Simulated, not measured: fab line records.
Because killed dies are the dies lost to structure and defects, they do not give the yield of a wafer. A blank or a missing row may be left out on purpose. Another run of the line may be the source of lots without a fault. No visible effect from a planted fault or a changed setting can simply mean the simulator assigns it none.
2 desks looking at one fault :: flow sky130 :: every desk sees just its own numbers, and what lay behind them comes last

## AT THE TOOL OWNER'S DESK: pvd_sputter-03
At SKY_CAPM_SPUTTER_02 (material TiN, target thk 200 nm, time 166.7 s) the tool's own readings: per lot run on this tool, the mean of the sampled wafers that have a number. A lot is out of limits, marked OUT, if its mean lies more than 4 standard deviations from the usual mean; the brackets give that distance.
Columns: A = cathode_dc_power_W at SKY_CAPM_SPUTTER_02, usual 6500.0 W; B = throttle_valve_pct at SKY_CAPM_SPUTTER_02, usual 29.9 %
lot: L221
first seen here: day 37 07:16
A: 6500.6
B: 29.1

lot: L223
first seen here: day 37 15:44
A: 6498.8
B: 29.9

lot: L226
first seen here: day 38 10:58
A: 6499.2
B: 30.5

lot: L229
first seen here: day 39 08:59
A: 6500.6
B: 29.7

lot: L230
first seen here: day 39 17:30
A: 6499.6
B: 29.6

lot: L237
first seen here: day 41 16:53
A: 6499.5
B: 30.4
Finding of this desk: none of the 6 lots has anything out of limits.

## FROM THE METROLOGY DESK
Means of the sampled wafers that have a number, per lot and without regard to the tool the lot ran on: this is what the gauges read. A lot is out of limits, marked OUT, if its mean lies more than 4 standard deviations from the usual mean; the brackets give that distance.
Columns: A = CAPM_TIN_RS at SKY_CAPM_RS_MEAS_03, usual 6.93 ohm/sq; B = CAPM_TIN_THK at SKY_CAPM_THK_MEAS_04, usual 199.1 nm
lot: L219
first seen here: day 36 08:25
A: 6.81
B: 203.1

lot: L221
first seen here: day 37 07:25
A: 6.90
B: 199.5

lot: L223
first seen here: day 37 15:52
A: 6.88
B: 199.0

lot: L226
first seen here: day 38 11:05
A: 6.93
B: 199.1

lot: L228
first seen here: day 38 23:07
A: 6.94
B: 200.7

lot: L229
first seen here: day 39 09:05
A: 7.05
B: 195.4

lot: L230
first seen here: day 39 17:38
A: 6.95
B: 197.7

lot: L236
first seen here: day 41 12:49
A: 6.95
B: 198.3

lot: L237
first seen here: day 41 17:01
A: 8.58 (+22) OUT
B: 167.9 (-13) OUT

lot: L242
first seen here: day 43 04:02
A: 6.85
B: 200.5
Finding of this desk: L237 out of limits, first seen on L237 at day 41 17:01 (CAPM_TIN_RS at SKY_CAPM_RS_MEAS_03). Within limits: L219, L221, L223, L226, L228, L229, L230, L236, L242.

## ALL TOGETHER
At day 41 17:01 the metrology desk could have sounded an alarm, on L237.
The desk of the tool owner found nothing out of limits.
On record at the tool owner's desk: L237, within its limits.
SKY_CAPM_SPUTTER_02 was run on pvd_sputter-03 by each of the lots named.

## WHAT THE SIMULATOR PUT IN
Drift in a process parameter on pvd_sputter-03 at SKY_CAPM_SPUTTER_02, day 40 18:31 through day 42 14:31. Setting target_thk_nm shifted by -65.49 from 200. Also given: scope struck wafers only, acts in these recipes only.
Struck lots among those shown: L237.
Time in hours between the start of the fault and the first out-of-limits reading at each desk: metrology desk, 22.
